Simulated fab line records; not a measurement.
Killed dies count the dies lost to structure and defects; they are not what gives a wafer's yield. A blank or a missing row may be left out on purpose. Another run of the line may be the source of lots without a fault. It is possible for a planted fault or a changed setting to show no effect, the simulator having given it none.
What tool caused it? ; flow gf180mcu ; 42 wafers from 14 lots sampled at 5 of the route's 602 steps

WHAT EACH GAUGE READ, for each wafer
GF_POLY_GATE_THK_MEAS_01.
lot;measured;on;POLY_GATE_CVD_00_THK (nm)
L597;day 8 19:50;film_metro-02;200.1 199.7 202.1
L600;day 9 13:17;film_metro-03;202.8 202.9 204.3
L602;day 10 06:08;film_metro-01;202.1 203.8 204.0
L605;day 10 23:28;film_metro-01;202.2 202.1 202.2
L607;day 11 15:08;film_metro-01;200.1 201.1 201.4
L609;day 12 08:25;film_metro-03;197.9 198.4 197.7
L610;day 12 11:58;film_metro-02;204.4 202.8 201.8
L611;day 12 22:48;film_metro-01;195.4 197.4 197.6
L613;day 13 13:37;film_metro-01;199.7 200.6 199.5
L614;day 13 17:20;film_metro-02;204.4 202.7 202.9
L615;day 14 02:34;film_metro-02;200.9 200.5 200.5
L616;day 14 07:54;film_metro-03;197.6 197.0 197.6
L617;day 14 14:17;film_metro-03;200.8 199.0 199.2
L618;day 14 18:40;film_metro-02;198.6 198.5 198.9

GF_POLY_GATE_CD_MEAS_18.
lot;measured;on;cd_nm (nm)
L597;day 9 14:29;cd_sem-01;279.9 278.3 277.2
L600;day 10 08:38;cd_sem-01;279.6 281.9 277.6
L602;day 11 02:30;cd_sem-01;282.5 282.1 281.0
L605;day 11 21:31;cd_sem-01;281.2 281.0 278.6
L607;day 12 11:56;cd_sem-01;281.8 281.2 278.4
L609;day 13 06:22;cd_sem-01;280.2 277.5 281.9
L610;day 13 10:04;cd_sem-02;280.2 280.0 280.0
L611;day 13 20:26;cd_sem-02;279.3 280.3 279.3
L613;day 14 11:35;cd_sem-01;282.0 281.8 280.1
L614;day 14 15:53;cd_sem-02;280.4 281.0 281.6
L615;day 15 01:49;cd_sem-01;278.0 280.6 279.1
L616;day 15 08:14;cd_sem-02;279.9 280.2 277.2
L617;day 15 13:22;cd_sem-02;279.6 279.4 282.3
L618;day 15 17:32;cd_sem-01;280.2 279.9 283.7

GF_HV_LDD_TW_MEAS_50.
lot;measured;on;HV_LDD_4_TW
L597;day 12 18:19;film_metro-01;568.4 567.7 569.7
L600;day 13 14:09;film_metro-02;570.6 569.1 572.9
L602;day 14 10:33;film_metro-02;576.8 573.5 574.2
L605;day 15 08:01;film_metro-04;571.6 565.3 573.7
L607;day 16 01:01;film_metro-01;569.3 571.4 569.3
L609;day 16 21:20;film_metro-01;508.5 508.6 507.9
L610;day 17 02:16;film_metro-02;511.8 507.4 507.2
L611;day 17 13:16;film_metro-04;512.3 510.5 511.7
L613;day 18 07:17;film_metro-02;570.8 569.6 569.1
L614;day 18 12:05;film_metro-01;566.2 567.5 568.5
L615;day 18 22:13;film_metro-01;566.7 569.2 567.6
L616;day 19 04:34;film_metro-02;572.1 571.1 570.9
L617;day 19 11:09;film_metro-01;566.6 568.9 567.8
L618;day 19 15:04;film_metro-01;566.7 568.6 569.8

GF_NSD_OVL_MEAS_08.
lot;measured;on;NSD_OVL (nm)
L597;day 13 17:11;overlay-02;3.2 0.3 1.4
L600;day 14 14:40;overlay-02;-0.8 -0.9 1.5
L602;day 15 10:50;overlay-01;1.7 0.4 -0.4
L605;day 16 09:14;overlay-01;1.9 2.3 2.0
L607;day 17 02:40;overlay-02;-2.0 -1.5 0.6
L609;day 17 23:30;overlay-02;-0.1 0.0 0.6
L610;day 18 03:47;overlay-02;-0.7 0.3 0.7
L611;day 18 15:47;overlay-02;-1.4 -1.3 -1.2
L613;day 19 10:08;overlay-02;1.0 1.4 -0.2
L614;day 19 14:38;overlay-01;1.3 1.4 -0.3
L615;day 20 01:28;overlay-02;-1.6 -1.8 -1.1
L616;day 20 08:32;overlay-02;-0.1 0.7 -0.8
L617;day 20 14:32;overlay-02;0.5 0.7 0.3
L618;day 20 18:25;overlay-01;1.2 0.7 0.5

WHAT TOOL EACH LOT RAN ON (gives the tool, then ch and the chambers of the sampled wafers, and finally the start)
lot;GF_HV_LDD_IMPLANT_48
L597;implanter-02 ch 0, day 12 18:04
L600;implanter-02 ch 0, day 13 13:54
L602;implanter-03 ch 0, day 14 10:18
L605;implanter-02 ch 0, day 15 07:46
L607;implanter-03 ch 0, day 16 00:46
L609;implanter-03 ch 0, day 16 21:08
L610;implanter-03 ch 0, day 17 02:01
L611;implanter-03 ch 0, day 17 13:01
L613;implanter-02 ch 0, day 18 07:03
L614;implanter-02 ch 0, day 18 11:52
L615;implanter-02 ch 0, day 18 21:58
L616;implanter-02 ch 0, day 19 04:19
L617;implanter-04 ch 0, day 19 10:54
L618;implanter-04 ch 0, day 19 14:49
- GF_HV_LDD_IMPLANT_48

WHAT THE TOOLS THEMSELVES READ (means of the sampled wafers that have a number; where no wafer has one, the mark that the record gives instead)
GF_HV_LDD_IMPLANT_48.
lot;tool;beam_on_s (s);tilt_deg (degrees)
L597;implanter-02;10.05;7.001
L600;implanter-02;9.98;6.990
L602;implanter-03;10.10;6.981
L605;implanter-02;9.89;7.012
L607;implanter-03;10.01;6.987
L609;implanter-03;9.87;-0.013
L610;implanter-03;9.96;0.003
L611;implanter-03;10.04;-0.006
L613;implanter-02;10.04;7.015
L614;implanter-02;10.13;6.983
L615;implanter-02;10.16;7.009
L616;implanter-02;10.05;7.022
L617;implanter-04;10.01;7.000
L618;implanter-04;9.87;7.016

THE ANSWER, worked out from the rows above alone
Rule: what is usual is taken from the lots themselves. The widest of any qualifying gaps counts: lots, ordered by their means at a reading, are off when they make up no more than a third of the lots, leave a main group of 4 or more, and stand apart from it by 3 or more times the standard deviation of that group's means. Not used: any main group whose means are identical at the precision the tables above print for the reading. Also off: a lot with no number at a reading for which 4 or more lots have one. All remaining lots with rows at the step are treated as sound. After the gauges, taken in route order, come the tools' own readings; for these a lot's mean is taken, as printed above. The first step at which some lot is off is used, and at that step the reading that is off furthest; a lot without a number counts as furthest.
Off: at GF_HV_LDD_TW_MEAS_50 (HV_LDD_4_TW), L609, L610, L611. For the main group the mean is 569.7 and the standard deviation 2.1.
If a tool, at a process step before that reading, ran all the lots that are off and no sound lot after the first of them, it fits. The gauges at GF_HV_LDD_TW_MEAS_50 aren't tried: what is off there is off at GF_HV_LDD_IMPLANT_48 too, on other tools, and a gauge's error can't cause that. One fits: GF_HV_LDD_IMPLANT_48 on implanter-03. Its last sound lot is L607 (day 16 00:46), its first lot that is off L609 (day 16 21:08): a fault that began between those two fits.
The tool's own readings at GF_HV_LDD_IMPLANT_48 bear it out: on the lots that are off they differ by more than 5 times the standard deviation of the sound lots' means. tilt_deg reads -0.005 degrees there against 7.001 degrees on the sound lots.

WHAT HAD BEEN PUT IN BY THE SIMULATOR
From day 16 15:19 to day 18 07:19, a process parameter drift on implanter-03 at GF_HV_LDD_IMPLANT_48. The setting tilt_deg was moved by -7, starting from 7. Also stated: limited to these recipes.
Struck lots among those shown: L609, L610, L611. The rule above reached the same finding.
